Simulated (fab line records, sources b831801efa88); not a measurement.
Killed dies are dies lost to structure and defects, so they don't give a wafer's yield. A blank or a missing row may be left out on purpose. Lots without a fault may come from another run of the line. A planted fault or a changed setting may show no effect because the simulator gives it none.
Which tool did it? | flow sky130 | 14 lots, 42 wafers sampled, at 5 steps of a route of 708

WHAT THE GAUGES READ, wafer by wafer
SKY_SONOS_ONO_THK_MEAS_03. Usual: SONOS_ONO_CVD_02_THK 10.48 nm, standard deviation 0.12.
lot  | measured     | on            | SONOS_ONO_CVD_02_THK (nm) | flag
L281 | day 11 14:32 | film_metro-01 | 10.26 10.29 10.11         |
L282 | day 12 02:14 | film_metro-02 | 10.60 10.55 10.55         |
L283 | day 12 10:17 | film_metro-03 | 10.34 10.40 10.41         |
L284 | day 12 15:39 | film_metro-03 | 10.62 10.46 10.60         |
L285 | day 13 03:21 | film_metro-01 | 10.30 10.30 10.43         |
L287 | day 13 14:59 | film_metro-03 | 10.55 10.48 10.51         |
L289 | day 14 12:05 | film_metro-03 | 10.49 10.35 10.41         |
L290 | day 15 00:08 | film_metro-02 | 10.31 10.18 10.32         |
L294 | day 16 03:35 | film_metro-01 | 10.65 10.66 10.58         |
L296 | day 16 15:44 | film_metro-01 | 10.43 10.50 10.54         |
L297 | day 17 01:37 | film_metro-02 | 10.58 10.53 10.63         |
L298 | day 17 05:50 | film_metro-01 | 10.35 10.47 10.42         |
L299 | day 17 15:34 | film_metro-03 | 10.41 10.37 10.33         |
L302 | day 18 19:53 | film_metro-02 | 10.60 10.48 10.57         |

SKY_GATE_OXIDE_TW_MEAS_14. Usual: GATE_OXIDE_TW 222.0, standard deviation 0.96.
lot  | measured     | on            | GATE_OXIDE_TW     | flag
L281 | day 13 22:24 | film_metro-01 | 222.0 222.4 221.4 |
L282 | day 14 08:10 | film_metro-04 | 223.0 222.1 222.6 |
L283 | day 14 16:05 | film_metro-01 | 220.3 221.9 220.3 |
L284 | day 14 23:32 | film_metro-03 | 222.0 222.4 223.3 |
L285 | day 15 11:20 | film_metro-04 | 222.5 222.8 222.3 |
L287 | day 15 23:57 | film_metro-04 | 221.2 221.1 221.6 |
L289 | day 16 21:38 | film_metro-04 | 222.3 221.6 222.8 |
L290 | day 17 13:02 | film_metro-03 | 222.7 221.7 222.6 |
L294 | day 18 17:16 | film_metro-03 | 222.3 223.1 222.4 |
L296 | day 19 08:22 | film_metro-03 | 219.5 220.6 220.9 |
L297 | day 19 16:58 | film_metro-01 | 223.0 221.7 222.5 |
L298 | day 19 22:32 | film_metro-01 | 219.1 218.9 219.9 |
L299 | day 20 08:51 | film_metro-04 | 218.9 219.7 219.5 |
L302 | day 21 13:30 | film_metro-03 | 224.9 224.6 223.5 |

SKY_RES_PROTECT_TW_MEAS_08. Usual: POLY_GATE_TW 4007, standard deviation 21.
lot  | measured     | on            | POLY_GATE_TW   | flag
L281 | day 15 03:10 | film_metro-02 | 4037 4051 4050 |
L282 | day 15 14:16 | film_metro-01 | 4018 4024 4016 |
L283 | day 15 23:11 | film_metro-01 | 4015 4038 4028 |
L284 | day 16 06:40 | film_metro-02 | 4001 4042 4006 |
L285 | day 16 17:56 | film_metro-01 | 3998 3996 4010 |
L287 | day 17 07:07 | film_metro-01 | 4011 3994 3978 |
L289 | day 18 08:08 | film_metro-04 | 3988 3992 3997 |
L290 | day 18 22:43 | film_metro-04 | 3969 3973 3967 |
L294 | day 20 04:53 | film_metro-02 | 4007 3999 4020 |
L296 | day 20 17:52 | film_metro-04 | 4006 4004 4015 |
L297 | day 21 09:13 | film_metro-02 | 4035 4033 4027 |
L298 | day 21 09:29 | film_metro-01 | 3984 3997 3961 |
L299 | day 21 19:20 | film_metro-02 | 4032 4010 4018 |
L302 | day 22 22:50 | film_metro-01 | 3993 4007 3993 |

SKY_POLY_GATE_CD_MEAS_13: target cd 150 nm. Usual: cd_nm 149.6 nm, standard deviation 1.6.
lot  | measured     | on        | cd_nm (nm)        | flag
L281 | day 16 12:02 | cd_sem-02 | 148.5 148.5 148.7 |
L282 | day 16 19:25 | cd_sem-01 | 150.4 150.5 150.4 |
L283 | day 17 05:11 | cd_sem-01 | 150.1 150.6 150.8 |
L284 | day 17 12:41 | cd_sem-01 | 150.7 148.7 148.5 |
L285 | day 18 00:59 | cd_sem-02 | 152.2 149.1 150.7 |
L287 | day 18 15:38 | cd_sem-01 | 150.0 148.2 148.4 |
L289 | day 19 16:01 | cd_sem-01 | 148.2 149.3 149.2 |
L290 | day 20 06:22 | cd_sem-02 | 147.3 147.9 147.0 |
L294 | day 21 13:30 | cd_sem-02 | 150.7 152.7 150.1 |
L296 | day 22 02:12 | cd_sem-01 | 147.9 147.2 147.9 |
L297 | day 22 17:37 | cd_sem-01 | 146.6 146.7 146.6 |
L298 | day 22 17:56 | cd_sem-02 | 148.9 147.2 147.6 |
L299 | day 23 02:46 | cd_sem-01 | 150.1 148.0 149.1 |
L302 | day 24 06:17 | cd_sem-01 | 148.8 148.6 149.6 |

WHICH TOOL RAN EACH LOT (tool, then ch and the chambers of the sampled wafers, then the start)
lot  | SKY_GATE_OXIDE_IMPLANT_11
L281 | implanter-02 ch 0, day 13 22:04
L282 | implanter-02 ch 0, day 14 07:47
L283 | implanter-02 ch 0, day 14 15:43
L284 | implanter-04 ch 0, day 14 23:11
L285 | implanter-04 ch 0, day 15 10:59
L287 | implanter-04 ch 0, day 15 23:37
L289 | implanter-03 ch 0, day 16 21:16
L290 | implanter-04 ch 0, day 17 12:41
L294 | implanter-04 ch 0, day 18 16:56
L296 | implanter-03 ch 0, day 19 08:01
L297 | implanter-04 ch 0, day 19 16:37
L298 | implanter-04 ch 0, day 19 22:11
L299 | implanter-04 ch 0, day 20 08:32
L302 | implanter-02 ch 0, day 21 13:10
- SKY_GATE_OXIDE_IMPLANT_11

WHAT THE TOOLS THEMSELVES READ (means of the sampled wafers that have a number; where no wafer has one, the mark that the record gives instead)
The record holds no such reading with a usual standard deviation.

THE ANSWER, worked out from the rows above alone
Rule: a lot is off if the mean of its wafers that have a number lies more than 3 standard deviations from the usual mean. A lot without any number at a reading at which 4 lots or more have one is off too. The other lots that the step has rows for count as sound. The gauges are gone through in route order, then the tools' own readings, and for those a lot's mean is taken as printed above. The first step at which some lot is off is used, and at that step the reading that is off furthest; a lot without a number counts as furthest.
No lot is off at any reading shown: from this, nothing can be told.

WHAT THE SIMULATOR HAD PUT IN
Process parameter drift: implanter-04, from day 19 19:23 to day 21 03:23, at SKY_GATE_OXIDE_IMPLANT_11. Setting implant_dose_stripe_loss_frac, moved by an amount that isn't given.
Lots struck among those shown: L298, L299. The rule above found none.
